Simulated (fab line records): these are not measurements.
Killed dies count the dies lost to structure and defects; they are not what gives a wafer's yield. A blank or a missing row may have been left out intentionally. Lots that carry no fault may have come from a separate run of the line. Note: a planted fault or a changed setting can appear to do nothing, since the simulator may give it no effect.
fab line records    flow sky130
record lots=6  wafers=18  last-day=49
route steps=708 shown FIELD_ISO@4 PAD_OPEN@708
lots with no fault: from the same line, run without faults
start-h: hours from the record's opening day to when the first of the lot's shown wafers began    wait-h: hours since the lot's step before    " the same as in the row above    L1.1+2: several wafers, shown together as one row    - value missing, or start not given    * or withheld: withheld    < > ~ a bound
route shown NAME@n: names a module that has steps shown in the file, with the first one's number in the route    usual: the fault-free wafers' mean and standard deviation    same: alike in all rows    chamber/n: place in a boat    sites: readings site by site    _std_site: standard deviation of those values    _edge_site: inner sites' mean taken away from outer sites' mean    radius-mm: how far each site lies from the wafer's centre    mask NAME#n: copy n    behind: the most recent tool/chamber to have shaped the wafer    hold: the reason the lot was held/the length of the hold in hours/how it ended    device: names the non-switching transistor (n, p or np)    end of line: tests of these same wafers at the route's end    step lacking rows: just its recipe    killed: at the first sort, the dies lost to defects and structure; wafer yield is something else    map: a wafer's dies, marking killed ones x, the rest . and places with no die _
set.NAME: the run value of the setting; set.NAME@STEP: its run value at that earlier step    model.NAME: the simulator's own value behind a step, which no gauge read
a table for each step, a row for each wafer; lots at some steps of the route
services: a tool's chamber out of use, with start hour (start-h, from the record's first day; less than 0 if before it), hours out, and reason
## steps
# step SKY_FIELD_ISO_CVD_03
# recipe material=Si3N4  precursor=DCS/NH3  target-thk-nm=165  temp-c=770  time-s=2830  pressure-mtorr=250
# step SKY_FIELD_ISO_THK_MEAS_04
# recipe reads=Si3N4_of_FIELD_ISO_CVD_03
# usual FIELD_ISO_CVD_03_THK=163.8/1.7
lot.wafer  tool           chamber  start-h  wait-h  FIELD_ISO_CVD_03_THK[nm]
L188.1     film-metro-04  -        23.99    0.0     163.6
L188.3     "              -        "        "       165.1
L188.4     "              -        "        "       166.4
L190.1     film-metro-01  -        33.84    0.0     165.2
L190.4     "              -        "        "       165.9
L190.5     "              -        "        "       164.9
L196.1     film-metro-02  -        65.32    0.2     163.7
L196.4     "              -        "        "       162.6
L196.6     "              -        "        "       162.0
L197.1     film-metro-01  -        70.49    0.0     163.4
L197.2     "              -        "        "       162.9
L197.4     "              -        "        "       161.5
L203.1     film-metro-04  -        98.58    0.0     163.9
L203.4     "              -        "        "       164.0
L203.5     "              -        "        "       164.1
L205.2     film-metro-04  -        108.49   0.0     162.4
L205.4     "              -        "        "       163.1
L205.5     "              -        "        "       162.9
# step SKY_FIELD_ISO_DEHYDRATE_05
# recipe temp-c=200  time-s=60
# step SKY_FIELD_ISO_HMDS_06
# recipe prime-time-s=60  prime-temp-c=120
# step SKY_FIELD_ISO_COAT_07
# recipe resist=BARC  temp-c=withheld  time-s=withheld  spin-rpm=3000  resist-thk-nm=60
# step SKY_FIELD_ISO_COAT_08
# recipe resist=KrF-thick  spin-rpm=3000  resist-thk-nm=450
# step SKY_FIELD_ISO_SOFTBAKE_09
# recipe temp-c=100  time-s=90  resist=KrF-thick
# step SKY_FIELD_ISO_EXPOSE_10
# recipe mask-id=FOM  na=0.68  source-shape=annular  sigma-inner=0.4  sigma-outer=0.8  target-cd-nm=150  dose-mj=28
# step SKY_FIELD_ISO_PEB_11
# recipe peb-temp-c=withheld  peb-time-s=withheld  resist=KrF-thick
# step SKY_FIELD_ISO_DEVELOP_12
# recipe develop-time-s=60  resist=KrF-thick  dev-temp-c=21
# step SKY_FIELD_ISO_CD_MEAS_13
# recipe target-cd-nm=150
# usual cd-nm=149.6/1.3
lot.wafer  tool       chamber  start-h  wait-h  cd-nm
L188.1     cd-sem-01  -        38.77    -       147.8
L188.3     "          -        "        "       148.8
L188.4     "          -        "        "       148.6
L190.1     cd-sem-02  -        48.95    -       151.6
L190.4     "          -        "        "       151.1
L190.5     "          -        "        "       149.1
L196.1     cd-sem-01  -        81.42    -       149.9
L196.4     "          -        "        "       152.1
L196.6     "          -        "        "       151.2
L197.1     cd-sem-02  -        87.52    -       150.6
L197.2     "          -        "        "       150.0
L197.4     "          -        "        "       150.9
L203.1     cd-sem-02  -        116.15   -       149.3
L203.4     "          -        "        "       150.6
L203.5     "          -        "        "       149.3
L205.2     cd-sem-01  -        125.94   -       149.2
L205.4     "          -        "        "       149.8
L205.5     "          -        "        "       148.8
# step SKY_FIELD_ISO_ETCH_14
# recipe chemistry=N2/H2  target=BARC  ion-energy-ev=200  source-w=500  bias-w=100  pressure-mtorr=30  n2-flow-sccm=100  h2-flow-sccm=200  stop-on=SiO2  time-s=45.9  target-depth-a=600
# usual drypump-motor-current-A=5.9/0.45  oes-product-au=0.855/0.0048  throttle-valve-pct=13.224/0.0087
lot.wafer  tool         chamber  start-h  wait-h  drypump-motor-current-A  oes-product-au  rf-hours-counter-h  throttle-valve-pct
L188.1     rie-diel-01  2        38.89    0.1     6.2                      0.862           32                  13.237
L188.3     "            0        "        "       6.6                      0.855           130                 13.242
L188.4     "            3        "        "       5.5                      0.850           76                  13.222
L190.1     rie-diel-03  0        49.07    0.1     5.6                      0.858           87                  13.224
L190.4     "            1        "        "       6.6                      0.857           58                  13.219
L190.5     "            3        "        "       5.7                      0.856           -                   13.233
L196.1     rie-diel-03  3        81.54    0.1     5.7                      0.863           37                  13.224
L196.4     "            1        "        "       6.6                      0.854           -                   13.235
L196.6     "            0        "        "       5.6                      0.861           -                   13.210
L197.1     rie-diel-03  2        87.64    0.1     6.2                      0.858           62                  13.238
L197.2     "            1        "        "       6.6                      0.863           59                  13.214
L197.4     "            0        "        "       5.5                      0.861           88                  13.223
L203.1     rie-diel-02  2        116.27   0.1     6.1                      0.850           8                   13.227
L203.4     "            1        "        "       5.2                      0.848           52                  13.205
L203.5     "            3        "        "       5.7                      0.856           -                   13.231
L205.2     rie-diel-02  0        126.04   0.1     6.6                      0.856           45                  13.225
L205.4     "            1        "        "       5.3                      0.855           52                  13.227
L205.5     "            2        "        "       6.1                      0.856           -                   13.233
# step SKY_FIELD_ISO_ETCH_15
# recipe chemistry=CHF3/O2  target-depth-nm=180  stop-on=Si  source-w=600  bias-w=200  pressure-mtorr=40  chf3-flow-sccm=50  O2_flow_sccm=5  time-s=72
# usual O2_flow_sccm=5.000/0.016  drypump-motor-current-A=5.9/0.45  oes-product-au=0.942/0.0075  throttle-valve-pct=8.842/0.01
lot.wafer  tool         chamber  start-h  wait-h  O2_flow_sccm  drypump-motor-current-A  oes-product-au  rf-hours-counter-h  throttle-valve-pct  model.KrF-thick_of_FIELD_ISO_COAT_08.thk-nm  model.etch.depth-nm
L188.1     rie-diel-01  2        38.93    0.0     5.008         6.2                      0.941           32                  8.831               234.5                                        163.7
L188.3     "            0        "        "       4.995         6.6                      0.944           130                 8.837               238.4                                        165.1
L188.4     "            3        "        "       5.000         5.5                      0.952           76                  8.846               231.8                                        166.3
L190.1     rie-diel-03  0        49.12    0.0     5.006         5.5                      0.951           87                  8.838               238.9                                        165.3
L190.4     "            1        "        "       5.003         6.6                      0.945           58                  8.875               236.1                                        165.8
L190.5     "            3        "        "       5.004         5.7                      0.950           -                   8.850               231.1                                        165
L196.1     rie-diel-03  3        81.58    0.0     4.992         5.7                      0.771           37                  8.794               294.3                                        113.6
L196.4     "            1        "        "       5.010         6.6                      0.760           -                   8.792               295.9                                        112.7
L196.6     "            0        "        "       5.003         5.6                      0.754           -                   8.764               300.1                                        109.3
L197.1     rie-diel-03  2        87.68    0.0     5.025         6.2                      0.766           62                  8.788               296.3                                        111.4
L197.2     "            1        "        "       5.022         6.6                      0.763           59                  8.791               296.1                                        112
L197.4     "            0        "        "       4.993         5.5                      0.758           88                  8.788               299                                          109.1
L203.1     rie-diel-02  2        116.32   0.0     4.996         6.0                      0.947           8                   8.841               234.1                                        163.8
L203.4     "            1        "        "       4.983         5.3                      0.948           52                  8.845               232.9                                        164
L203.5     "            3        "        "       4.973         5.7                      0.943           -                   8.861               232.8                                        164
L205.2     rie-diel-02  0        126.08   0.0     4.996         6.5                      0.935           45                  8.849               236.3                                        162.5
L205.4     "            1        "        "       4.982         5.2                      0.942           52                  8.846               236.1                                        163
L205.5     "            2        "        "       5.000         6.1                      0.941           -                   8.852               238.6                                        162.8
# step SKY_FIELD_ISO_STRIP_16
# recipe chemistry=O2/N2  power-w=1400  pressure-mtorr=1500  platen-temp-c=withheld  o2-flow-sccm=3000  n2-flow-sccm=300  overash-fraction=0.5
# usual drypump-motor-current-A=5.67/0.26  oes-product-au=0.378/0.0044  strip-time-to-endpoint-s=3.55/0.031
lot.wafer  tool             chamber  start-h  wait-h  drypump-motor-current-A  oes-product-au  rf-hours-counter-h  strip-time-to-endpoint-s
L188.1     plasma-asher-03  1        38.99    0.0     5.73                     0.378           23                  3.53
L188.3     "                0        "        "       5.37                     0.375           -                   3.57
L188.4     "                1        "        "       5.75                     0.374           -                   3.50
L190.1     plasma-asher-03  1        49.17    0.0     5.75                     0.384           24                  3.56
L190.4     "                0        "        "       5.38                     0.383           -                   3.55
L190.5     "                0        "        "       5.38                     0.374           -                   3.50
L196.1     plasma-asher-04  0        81.64    0.0     5.87                     0.398           38                  4.16
L196.4     "                0        "        "       5.86                     0.403           -                   4.18
L196.6     "                1        "        "       6.01                     0.411           -                   4.22
L197.1     plasma-asher-02  0        87.74    0.0     5.37                     0.401           41                  4.16
L197.2     "                1        "        "       5.37                     0.399           41                  4.19
L197.4     "                1        "        "       5.35                     0.407           -                   4.21
L203.1     plasma-asher-03  0        116.37   0.0     5.37                     0.378           30                  3.51
L203.4     "                1        "        "       5.76                     0.378           -                   3.50
L203.5     "                0        "        "       5.36                     0.375           -                   3.50
L205.2     plasma-asher-04  0        126.14   0.0     5.88                     0.378           43                  3.55
L205.4     "                1        "        "       5.97                     0.375           -                   3.55
L205.5     "                0        "        "       5.87                     0.384           -                   3.57
# step SKY_FIELD_ISO_ETCH_17
# recipe target-depth-a=3420  mask-material=Si3N4  chemistry=HBr/Cl2/O2  target=Si  taper-deg=5  icp-w=600  bias-w=150  pressure-mtorr=15  HBr_flow_sccm=150  Cl2_flow_sccm=40  O2_flow_sccm=6  time-s=97.7
# usual O2_flow_sccm=5.998/0.016  drypump-motor-current-A=5.4/0.41  oes-product-au=1.009/0.016  throttle-valve-pct=25.652/0.014
lot.wafer  tool       chamber  start-h  wait-h  O2_flow_sccm  drypump-motor-current-A  oes-product-au  rf-hours-counter-h  throttle-valve-pct
L188.1     rie-si-02  0        39.09    0.1     5.999         4.7                      1.025           132                 25.646
L188.3     "          1        "        "       6.022         5.0                      0.987           2                   25.662
L188.4     "          2        "        "       6.002         5.6                      1.024           120                 25.643
L190.1     rie-si-02  0        49.27    0.1     6.011         4.7                      1.025           132                 25.622
L190.4     "          1        "        "       6.017         5.1                      0.987           -                   25.672
L190.5     "          0        "        "       6.015         4.7                      1.021           -                   25.645
L196.1     rie-si-01  3        81.74    0.1     5.980         5.9                      0.990           115                 25.650
L196.4     "          1        "        "       5.988         6.0                      0.977           68                  25.660
L196.6     "          3        "        "       5.960         6.0                      0.998           -                   25.643
L197.1     rie-si-02  0        87.84    0.1     6.013         4.7                      1.026           132                 25.652
L197.2     "          1        "        "       6.005         5.1                      0.997           2                   25.663
L197.4     "          3        "        "       5.985         5.5                      1.023           0                   25.652
L203.1     rie-si-02  1        116.47   0.1     5.994         5.0                      1.004           2                   25.670
L203.4     "          0        "        "       5.967         4.7                      1.022           132                 25.641
L203.5     "          3        "        "       6.010         5.4                      1.022           -                   25.634
L205.2     rie-si-02  0        126.24   0.1     6.031         4.7                      1.007           132                 25.674
L205.4     "          1        "        "       5.977         5.1                      0.996           2                   25.687
L205.5     "          2        "        "       5.986         5.6                      1.005           -                   25.652
# step SKY_PAD_OPEN_PROBE_99
# usual killed_at_M0_to_M3=43/7  killed_at_M4_up=3.5/1.9  killed-at-contacts=24/5.3  killed-at-front-end=15/4.4  killed-at-other=0.3/0.69  killed-dies=87/9.7  killed-on-rim=17/4.3  killed-open=48/7  killed-short=39/6.4
# same gross-dies=492  killed-at-back-side=0
lot.wafer  tool       chamber  start-h  wait-h  killed_at_M0_to_M3  killed_at_M4_up  killed-at-contacts  killed-at-front-end  killed-at-other  killed-dies  killed-on-rim  killed-open  killed-short
L188.1     prober-01  -        1087.96  0.1     46                  3                22                  16                   0                87           14             50           37
L188.3     prober-01  -        1088.06  0.2     40                  4                24                  11                   0                79           13             49           30
L188.4     prober-01  -        1088.11  0.2     58                  5                20                  17                   0                100          21             60           40
L190.1     prober-02  -        1094.07  0.1     37                  5                21                  18                   0                81           16             47           33
L190.4     prober-02  -        1094.22  0.2     44                  4                27                  27                   2                104          16             58           45
L190.5     prober-02  -        1094.27  0.2     42                  3                23                  26                   0                94           15             54           38
L196.1     prober-02  -        1136.17  0.1     45                  5                16                  426                  0                492          96             42           35
L196.4     prober-02  -        1136.32  0.2     49                  4                22                  417                  0                492          96             50           41
L196.6     prober-02  -        1136.42  0.2     42                  6                32                  412                  0                492          96             44           46
L197.1     prober-01  -        1146.38  0.1     51                  8                18                  413                  2                492          96             48           47
L197.2     prober-01  -        1146.43  0.1     46                  10               21                  414                  1                492          96             49           44
L197.4     prober-01  -        1146.53  0.2     44                  5                17                  425                  1                492          96             38           48
L203.1     prober-02  -        1168.87  0.1     49                  2                23                  15                   0                89           17             42           46
L203.4     prober-02  -        1169.02  0.2     45                  3                25                  16                   1                90           19             46           43
L203.5     prober-02  -        1169.07  0.2     49                  3                17                  14                   0                83           13             37           46
# killed by level:class
L188.1 VIA1:geometric-particle:open=20 CONTACT:geometric-particle:short=6 CONTACT:geometric-particle:open=6 VIA1:geometric-particle:short=6 FIELD_ISO:geometric-particle:short=5 LI_CONTACT:geometric-particle:open=5 POLY_GATE:geometric-particle:short=5 VIA2:geometric-particle:open=5
L188.3 VIA1:geometric-particle:open=14 CONTACT:geometric-particle:open=10 VIA3:geometric-particle:open=8 LOCAL_INTERCONNECT:geometric-particle:short=5 METAL1:geometric-particle:short=4 FIELD_ISO:geometric-particle:open=3 FIELD_ISO:geometric-particle:short=3 CONTACT:geometric-particle:short=3
L188.4 VIA1:geometric-particle:open=18 CONTACT:geometric-particle:open=10 VIA2:geometric-particle:open=10 VIA1:geometric-particle:short=8 METAL2:geometric-particle:short=8 FIELD_ISO:geometric-particle:open=5 METAL1:geometric-particle:short=5 VIA3:geometric-particle:open=5
L190.1 VIA1:geometric-particle:open=9 LI_CONTACT:geometric-particle:open=7 POLY_GATE:geometric-particle:short=6 VIA1:geometric-particle:short=6 FIELD_ISO:geometric-particle:open=5 CONTACT:geometric-particle:open=5 METAL2:geometric-particle:short=5 VIA2:geometric-particle:open=5
L190.4 VIA1:geometric-particle:open=13 LI_CONTACT:geometric-particle:open=8 VIA3:geometric-particle:open=8 FIELD_ISO:geometric-particle:open=6 POLY_GATE:geometric-particle:short=6 POLY_GATE:geometric-particle:open=6 LOCAL_INTERCONNECT:geometric-particle:short=6 CONTACT:geometric-particle:open=6
L190.5 LI_CONTACT:geometric-particle:open=12 VIA1:geometric-particle:open=11 FIELD_ISO:geometric-particle:short=9 VIA2:geometric-particle:open=9 METAL1:geometric-particle:short=8 FIELD_ISO:geometric-particle:open=7 LOCAL_INTERCONNECT:geometric-particle:short=4 VIA3:geometric-particle:open=4
L196.1 FIELD_ISO:area-etch=415 VIA1:geometric-particle:open=11 CONTACT:geometric-particle:open=8 VIA1:geometric-particle:short=8 VIA2:geometric-particle:open=6 METAL2:geometric-particle:short=5 FIELD_ISO:geometric-particle:open=4 VIA2:geometric-particle:short=4
L196.4 FIELD_ISO:area-etch=401 VIA1:geometric-particle:open=13 VIA2:geometric-particle:open=7 METAL2:geometric-particle:short=6 FIELD_ISO:geometric-particle:short=5 LI_CONTACT:geometric-particle:open=5 CONTACT:geometric-particle:open=5 CONTACT:geometric-particle:short=5
L196.6 FIELD_ISO:area-etch=402 VIA1:geometric-particle:open=13 LI_CONTACT:geometric-particle:open=8 CONTACT:geometric-particle:open=7 CONTACT:geometric-particle:short=7 LI_CONTACT:geometric-particle:short=5 LOCAL_INTERCONNECT:geometric-particle:short=5 METAL2:geometric-particle:short=4
L197.1 FIELD_ISO:area-etch=395 VIA1:geometric-particle:open=12 METAL2:geometric-particle:short=9 VIA3:geometric-particle:open=8 METAL4:geometric-particle:short=6 LI_CONTACT:geometric-particle:open=6 VIA2:geometric-particle:open=6 POLY_GATE:geometric-particle:short=5
L197.2 FIELD_ISO:area-etch=398 VIA3:geometric-particle:open=13 LI_CONTACT:geometric-particle:open=11 METAL2:geometric-particle:short=8 VIA2:geometric-particle:short=7 METAL4:geometric-particle:short=6 VIA1:geometric-particle:open=5 FIELD_ISO:geometric-particle:short=4
L197.4 FIELD_ISO:area-etch=405 METAL1:geometric-particle:short=9 FIELD_ISO:geometric-particle:short=8 CONTACT:geometric-particle:open=7 VIA3:geometric-particle:open=7 VIA2:geometric-particle:open=6 SPACER:geometric-particle:short=4 LI_CONTACT:geometric-particle:open=4
L203.1 VIA1:geometric-particle:open=11 METAL2:geometric-particle:short=8 CONTACT:geometric-particle:open=8 LOCAL_INTERCONNECT:geometric-particle:short=7 VIA2:geometric-particle:open=7 POLY_GATE:geometric-particle:short=6 VIA1:geometric-particle:short=5 VIA3:geometric-particle:short=5
L203.4 CONTACT:geometric-particle:open=13 VIA3:geometric-particle:open=9 VIA1:geometric-particle:open=9 METAL1:geometric-particle:short=9 CONTACT:geometric-particle:short=6 FIELD_ISO:geometric-particle:short=5 METAL2:geometric-particle:short=5 FIELD_ISO:geometric-particle:open=4
L203.5 VIA1:geometric-particle:open=10 VIA1:geometric-particle:short=9 CONTACT:geometric-particle:open=6 METAL2:geometric-particle:short=6 VIA3:geometric-particle:open=5 FIELD_ISO:geometric-particle:open=4 POLY_GATE:geometric-particle:short=4 CONTACT:geometric-particle:short=4
# map L196.1 (x killed, . not)
__________xxxxxxxxxx_________
________xxxxxxxxxxxxxx_______
______xxxxxxxxxxxxxxxxxx_____
_____xxxxxxxxxxxxxxxxxxxx____
____xxxxxxxxxxxxxxxxxxxxxx___
___xxxxxxxxxxxxxxxxxxxxxxxx__
__xxxxxxxxxxxxxxxxxxxxxxxxxx_
_xxxxxxxxxxxxxxxxxxxxxxxxxxxx
_xxxxxxxxxxxxxxxxxxxxxxxxxxxx
_xxxxxxxxxxxxxxxxxxxxxxxxxxxx
_xxxxxxxxxxxxxxxxxxxxxxxxxxxx
_xxxxxxxxxxxxxxxxxxxxxxxxxxxx
_xxxxxxxxxxxxxxxxxxxxxxxxxxxx
_xxxxxxxxxxxxxxxxxxxxxxxxxxxx
_xxxxxxxxxxxxxxxxxxxxxxxxxxxx
__xxxxxxxxxxxxxxxxxxxxxxxxxx_
___xxxxxxxxxxxxxxxxxxxxxxxx__
____xxxxxxxxxxxxxxxxxxxxxx___
_____xxxxxxxxxxxxxxxxxxxx____
______xxxxxxxxxxxxxxxxxx_____
________xxxxxxxxxxxxxx_______
__________xxxxxxxxxx_________
# map L197.1 (x killed, . not)
__________xxxxxxxxxx_________
________xxxxxxxxxxxxxx_______
______xxxxxxxxxxxxxxxxxx_____
_____xxxxxxxxxxxxxxxxxxxx____
____xxxxxxxxxxxxxxxxxxxxxx___
___xxxxxxxxxxxxxxxxxxxxxxxx__
__xxxxxxxxxxxxxxxxxxxxxxxxxx_
_xxxxxxxxxxxxxxxxxxxxxxxxxxxx
_xxxxxxxxxxxxxxxxxxxxxxxxxxxx
_xxxxxxxxxxxxxxxxxxxxxxxxxxxx
_xxxxxxxxxxxxxxxxxxxxxxxxxxxx
_xxxxxxxxxxxxxxxxxxxxxxxxxxxx
_xxxxxxxxxxxxxxxxxxxxxxxxxxxx
_xxxxxxxxxxxxxxxxxxxxxxxxxxxx
_xxxxxxxxxxxxxxxxxxxxxxxxxxxx
__xxxxxxxxxxxxxxxxxxxxxxxxxx_
___xxxxxxxxxxxxxxxxxxxxxxxx__
____xxxxxxxxxxxxxxxxxxxxxx___
_____xxxxxxxxxxxxxxxxxxxx____
______xxxxxxxxxxxxxxxxxx_____
________xxxxxxxxxxxxxx_______
__________xxxxxxxxxx_________
## services
tool             chamber  start-h  hours  kind
rie-diel-02      1        31.03    2.7    repair
rie-si-02        3        41.55    -      clean
rie-si-02        3        41.55    18.7   scheduled-down
rie-si-02        3        41.55    18.7   vent-cycle
rie-diel-01      1        42.84    6.6    repair
rie-diel-01      3        43.16    6.8    repair
rie-diel-02      1        55.00    10.4   repair
rie-diel-03      2        70.08    15.6   repair
rie-si-01        3        75.33    2.6    repair
plasma-asher-03  -        80.11    11.8   repair
rie-si-02        1        82.22    3.7    repair
rie-si-01        2        94.91    -      clean
rie-si-01        2        94.91    17.3   scheduled-down
rie-si-01        2        94.91    17.3   vent-cycle
rie-si-02        0        103.71   2.9    repair
plasma-asher-02  -        108.78   9.0    pm
plasma-asher-02  0        108.78   9.0    vent-cycle
plasma-asher-02  1        108.78   9.0    vent-cycle
rie-diel-03      -        109.17   0.4    repair
rie-diel-01      -        109.67   14.6   pm
plasma-asher-04  -        116.08   2.8    pm
plasma-asher-02  0        117.78   -      clean
plasma-asher-02  1        117.78   -      clean
rie-diel-03      3        119.49   1.7    repair
## key
first-sign step=SKY_FIELD_ISO_ETCH_15  reading=oes-product-au  direction=down  sigmas=24  usual=0.942  struck=0.762
effect step=SKY_FIELD_ISO_ETCH_15  reading=throttle-valve-pct  direction=down  sigmas=5.4  usual=8.842  struck=8.786
effect step=SKY_FIELD_ISO_STRIP_16  reading=strip-time-to-endpoint-s  direction=up  sigmas=21  usual=*  struck=*
effect step=SKY_PAD_OPEN_PROBE_99  reading=killed-at-front-end  direction=up  sigmas=92  usual=15  struck=418
model-effect step=SKY_FIELD_ISO_ETCH_15  value=KrF-thick_of_FIELD_ISO_COAT_08.thk-nm  without=238.1  struck=296.9
more-kills-born-at SKY_FIELD_ISO_ETCH_15@rie-diel-03=2416
met-at SKY_FIELD_ISO_ETCH_15
struck-wafers L196.1,L196.4,L196.6,L197.1,L197.2,L197.4
later-rows-left-out L196.1,L196.4,L196.6,L197.1,L197.2,L197.4
tester-left-out L196,L197
onset-between 49.12 81.58
fault kind=process-parameter-drift  tool=rie-diel-03  chamber=-  onset-h=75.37  steps=SKY_FIELD_ISO_ETCH_15  channel=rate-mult  offset=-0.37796  shape=step  end-h=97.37
# tester-left-out: of these lots the tester's yield and bins aren't shown, on N5 and GAA mostly nor the transistor test; their killed dies are dies lost to structure and defects alone, not to doping, threshold or leakage, so they don't give the yield
# later-rows-left-out: the simulator's readings of these wafers behind a module that went badly wrong aren't trusted and aren't shown, but for the sort
